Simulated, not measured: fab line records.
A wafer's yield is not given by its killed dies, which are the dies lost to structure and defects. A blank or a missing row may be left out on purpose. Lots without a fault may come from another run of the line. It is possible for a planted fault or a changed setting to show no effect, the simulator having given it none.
What tool caused it?	flow sky130	36 wafers from 12 lots sampled at 6 of the route's 708 steps

== WHAT THE GAUGES READ, wafer by wafer ==
SKY_FIELD_ISO_THK_MEAS_02. Usual: FIELD_ISO_OXIDATION_00_THK 12.00 nm, standard deviation 0.2.
lot	measured	on	FIELD_ISO_OXIDATION_00_THK (nm)	flag
L911	day 1 17:44	film-metro-04	11.73 11.97 11.99	
L912	day 1 23:23	film-metro-01	12.36 12.29 12.40	
L915	day 2 13:08	film-metro-04	11.79 11.98 12.17	
L917	day 2 23:53	film-metro-01	11.94 11.91 11.88	
L920	day 3 13:38	film-metro-04	11.69 11.84 11.90	
L921	day 3 18:38	film-metro-02	12.07 12.20 12.03	
L924	day 4 09:53	film-metro-01	12.36 12.35 12.35	
L925	day 4 15:47	film-metro-04	11.89 11.87 12.13	
L927	day 5 00:48	film-metro-04	11.82 12.04 11.78	
L928	day 5 06:46	film-metro-02	12.15 12.19 12.07	
L931	day 5 21:02	film-metro-04	12.24 11.78 11.93	
L933	day 6 07:38	film-metro-04	11.78 11.79 11.67	

SKY_DNWELL_TW_MEAS_09. Usual: DNWELL_TW 1119, standard deviation 8.
lot	measured	on	DNWELL_TW	flag
L911	day 3 08:42	film-metro-04	1110 1107 1108	
L912	day 3 16:46	film-metro-01	1120 1121 1115	
L915	day 4 18:42	film-metro-01	1116 1123 1113	
L917	day 4 23:55	film-metro-03	1116 1119 1117	
L920	day 5 07:43	film-metro-03	1115 1110 1119	
L921	day 5 14:05	film-metro-01	1127 1126 1131	
L924	day 6 08:43	film-metro-01	1125 1126 1126	
L925	day 6 13:11	film-metro-03	1133 1123 1129	
L927	day 6 23:13	film-metro-01	1129 1125 1124	
L928	day 7 10:16	film-metro-03	1112 1110 1107	
L931	day 8 03:14	film-metro-01	1123 1133 1134	
L933	day 8 11:49	film-metro-03	1114 1122 1118	

SKY_PWDE_TW_MEAS_10. Usual: PWDE_TW 374.9, standard deviation 2.5.
lot	measured	on	PWDE_TW	flag
L911	day 4 01:41	film-metro-03	375.0 372.2 373.1	
L912	day 4 09:04	film-metro-03	374.8 375.4 372.0	
L915	day 5 13:13	film-metro-01	393.0 390.6 391.8	OFF
L917	day 5 18:31	film-metro-04	384.4 386.1 384.6	OFF
L920	day 6 02:33	film-metro-03	391.5 390.2 391.5	OFF
L921	day 6 09:25	film-metro-04	372.5 371.6 370.9	
L924	day 7 04:33	film-metro-03	375.5 377.5 376.1	
L925	day 7 10:04	film-metro-03	374.7 375.0 374.6	
L927	day 7 20:07	film-metro-04	372.9 372.9 374.5	
L928	day 8 07:31	film-metro-01	375.9 377.4 376.5	
L931	day 9 01:39	film-metro-04	370.9 372.0 370.8	
L933	day 9 10:24	film-metro-03	376.5 377.4 375.6	

SKY_NWELL_OVL_MEAS_10. Usual: NWELL_00_OVL -0.2 nm, standard deviation 1.3.
lot	measured	on	NWELL_00_OVL (nm)	flag
L911	day 4 19:07	overlay-01	-0.3 0.0 0.8	
L912	day 5 02:49	overlay-01	-1.6 -0.3 -1.7	
L915	day 6 08:10	overlay-02	-0.5 -0.6 0.5	
L917	day 6 14:07	overlay-01	-2.0 -1.9 -1.2	
L920	day 6 21:25	overlay-01	0.9 0.4 -0.8	
L921	day 7 04:58	overlay-02	1.0 1.1 1.4	
L924	day 8 01:22	overlay-01	1.0 0.4 0.4	
L925	day 8 07:20	overlay-01	-0.3 -0.5 -0.2	
L927	day 8 17:37	overlay-01	-1.4 -0.2 -2.5	
L928	day 9 06:01	overlay-02	0.7 2.6 1.6	
L931	day 10 00:16	overlay-02	1.5 1.5 1.6	
L933	day 10 08:22	overlay-01	-0.5 -0.2 -0.8	

SKY_NWELL_RS_MEAS_31: a four-point-probe measurement. Usual: PWDE_RS 5277 ohm/sq, standard deviation 24.
lot	measured	on	PWDE_RS (ohm/sq)	flag
L911	day 5 13:59	film-metro-03	5251 5245 5248	
L912	day 5 22:19	film-metro-04	5278 5290 5278	
L915	day 7 05:27	film-metro-01	4789 4786 4781	OFF
L917	day 7 12:07	film-metro-03	4774 4764 4785	OFF
L920	day 7 17:59	film-metro-04	4775 4755 4770	OFF
L921	day 8 03:13	film-metro-04	5272 5271 5282	
L924	day 9 00:23	film-metro-04	5283 5286 5295	
L925	day 9 07:05	film-metro-03	5275 5270 5292	
L927	day 9 16:25	film-metro-01	5261 5263 5279	
L928	day 10 05:08	film-metro-01	5318 5301 5289	
L931	day 11 00:22	film-metro-03	5279 5284 5294	
L933	day 11 08:40	film-metro-04	5284 5259 5266	

== WHAT TOOL EACH LOT RAN ON (gives the tool, then ch and the chambers of the sampled wafers, and finally the start) ==
lot	SKY_PWDE_IMPLANT_08
L911	implanter-04 ch 0, day 4 01:26
L912	implanter-01 ch 0, day 4 08:50
L915	implanter-03 ch 0, day 5 13:01
L917	implanter-03 ch 0, day 5 18:17
L920	implanter-03 ch 0, day 6 02:18
L921	implanter-04 ch 0, day 6 09:11
L924	implanter-04 ch 0, day 7 04:18
L925	implanter-01 ch 0, day 7 09:50
L927	implanter-01 ch 0, day 7 19:53
L928	implanter-04 ch 0, day 8 07:16
L931	implanter-03 ch 0, day 9 01:25
L933	implanter-01 ch 0, day 9 10:10
- SKY_PWDE_IMPLANT_08

== WHAT THE TOOLS THEMSELVES READ (means of the sampled wafers that have a number; where no wafer has one, the mark that the record gives instead) ==
SKY_PWDE_IMPLANT_08. Usual: beam-on-s 10.02 s, standard deviation 0.19; end-station-pressure-torr 5.04e-06 Torr, standard deviation 2.7e-07; faraday-current-uA 20.3, standard deviation 0.38.
lot	tool	beam-on-s (s)	end-station-pressure-torr (Torr)	faraday-current-uA	flag
L911	implanter-04	9.96	5.19e-06	20.4	
L912	implanter-01	9.84	4.77e-06	20.6	
L915	implanter-03	11.45	7.84e-05	17.4	OFF
L917	implanter-03	11.38	7.85e-05	17.5	OFF
L920	implanter-03	11.59	7.77e-05	17.2	OFF
L921	implanter-04	9.80	4.80e-06	20.6	
L924	implanter-04	10.03	5.14e-06	20.3	
L925	implanter-01	9.95	5.13e-06	20.4	
L927	implanter-01	10.06	5.17e-06	20.2	
L928	implanter-04	10.23	5.11e-06	19.9	
L931	implanter-03	10.08	4.74e-06	20.1	
L933	implanter-01	9.97	5.00e-06	20.3	

== THE ANSWER, worked out from the rows above alone ==
Rule: take the mean of a lot's wafers that have a number; if it is more than 3 standard deviations from the usual mean, the lot is off. A lot without any number at a reading at which 4 lots or more have one is off too. The other lots that the step has rows for count as sound. After the gauges, taken in route order, come the tools' own readings; for these a lot's mean is taken, as printed above. The first step at which some lot is off is used, and at that step the reading that is off furthest; a lot without a number counts as furthest.
Off: L915, L917, L920, at SKY_PWDE_TW_MEAS_10 (PWDE_TW).
If a tool, at a process step before that reading, ran all the lots that are off and no sound lot after the first of them, it fits. Not tried: the gauges at SKY_PWDE_TW_MEAS_10; whatever is off there is also off at SKY_PWDE_IMPLANT_08, on other tools, and gauge error can't account for it. Of those tried, none fits.

== WHAT THE SIMULATOR PUT IN ==
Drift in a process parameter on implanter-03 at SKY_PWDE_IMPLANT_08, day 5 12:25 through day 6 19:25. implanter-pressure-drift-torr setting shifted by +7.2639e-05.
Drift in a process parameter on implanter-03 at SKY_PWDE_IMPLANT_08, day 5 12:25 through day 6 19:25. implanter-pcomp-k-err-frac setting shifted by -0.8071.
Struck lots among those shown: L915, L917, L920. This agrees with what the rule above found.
